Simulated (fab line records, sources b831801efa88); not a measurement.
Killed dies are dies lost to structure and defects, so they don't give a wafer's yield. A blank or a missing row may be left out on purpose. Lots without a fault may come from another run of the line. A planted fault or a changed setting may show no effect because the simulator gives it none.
Which tool did it? | flow sky130 | 15 lots, 43 wafers sampled, at 2 steps of a route of 708

WHAT THE GAUGES READ, wafer by wafer
SKY_CONTACT_THK_MEAS_03.
lot  | measured     | on            | CONTACT_HDPCVD_THK (nm)
L861 | day 31 03:26 | film_metro-03 | 563 580 568
L862 | day 32 01:38 | film_metro-03 | 567 561 564
L863 | day 32 05:38 | film_metro-02 | 571 566 570
L867 | day 32 18:53 | film_metro-04 | 572 450 453
L865 | day 32 21:11 | film_metro-03 | 566 442
L868 | day 33 05:44 | film_metro-04 | 561 440
L874 | day 35 07:02 | film_metro-04 | 565 558 562
L876 | day 35 21:47 | film_metro-04 | 567 569 570
L878 | day 36 02:44 | film_metro-03 | 565 569 558
L879 | day 36 10:12 | film_metro-03 | 558 560 561
L880 | day 36 19:11 | film_metro-04 | 563 561 560
L881 | day 36 21:04 | film_metro-02 | 560 565 570
L883 | day 37 04:30 | film_metro-04 | 572 564 565
L882 | day 37 08:46 | film_metro-03 | 573 567 569
L884 | day 37 11:16 | film_metro-02 | 562 562 565

WHICH TOOL RAN EACH LOT (tool, then ch and the chambers of the sampled wafers, then the start)
lot  | SKY_CONTACT_HDPCVD_02
L861 | hdpcvd-02 ch 0,1,2, day 31 03:22
L862 | hdpcvd-01 ch 0,2, day 32 01:34
L863 | hdpcvd-02 ch 0,1, day 32 05:34
L867 | hdpcvd-01 ch 1,2, day 32 18:49
L865 | hdpcvd-01 ch 1, day 32 21:07
L868 | hdpcvd-01 ch 1,2, day 33 05:40
L874 | hdpcvd-02 ch 0,1,2, day 35 06:58
L876 | hdpcvd-02 ch 0,2, day 35 21:41
L878 | hdpcvd-01 ch 1,2, day 36 02:40
L879 | hdpcvd-02 ch 0,2, day 36 10:06
L880 | hdpcvd-01 ch 1,2, day 36 19:07
L881 | hdpcvd-01 ch 0,1,2, day 36 21:00
L883 | hdpcvd-02 ch 0,1,2, day 37 04:26
L882 | hdpcvd-02 ch 0,1,2, day 37 08:42
L884 | hdpcvd-02 ch 0,1,2, day 37 11:11
- SKY_CONTACT_HDPCVD_02: deposits SiO2, target thk 565 nm, time 94.2 s.

WHAT THE TOOLS THEMSELVES READ (means of the sampled wafers that have a number; where no wafer has one, the mark that the record gives instead)
The record holds no such reading with a usual standard deviation.

THE ANSWER, worked out from the rows above alone
Rule: what is usual is taken from the lots themselves. Put in order of their means at a reading, lots are off if they are a third of the lots or fewer, leave a main group of 4 or more, and stand apart from it by a gap of 3 or more times the standard deviation of the main group's means; of several such gaps the widest counts. A main group whose means are all the same, to the digits that the tables above print for the reading, isn't used. A lot without any number at a reading at which 4 lots or more have one is off too. The other lots that the step has rows for count as sound. The gauges are gone through in route order, then the tools' own readings, and for those a lot's mean is taken as printed above. The first step at which some lot is off is used, and at that step the reading that is off furthest; a lot without a number counts as furthest.
Off: L867, L865, L868, at SKY_CONTACT_THK_MEAS_03 (CONTACT_HDPCVD_THK). The main group: mean 565 nm, standard deviation 3.4.
A tool fits if, at a process step before that reading, it ran every lot that is off, and no sound lot after the first of them. The gauges at SKY_CONTACT_THK_MEAS_03 are tried like those tools. None of those tried fits.

WHAT THE SIMULATOR HAD PUT IN
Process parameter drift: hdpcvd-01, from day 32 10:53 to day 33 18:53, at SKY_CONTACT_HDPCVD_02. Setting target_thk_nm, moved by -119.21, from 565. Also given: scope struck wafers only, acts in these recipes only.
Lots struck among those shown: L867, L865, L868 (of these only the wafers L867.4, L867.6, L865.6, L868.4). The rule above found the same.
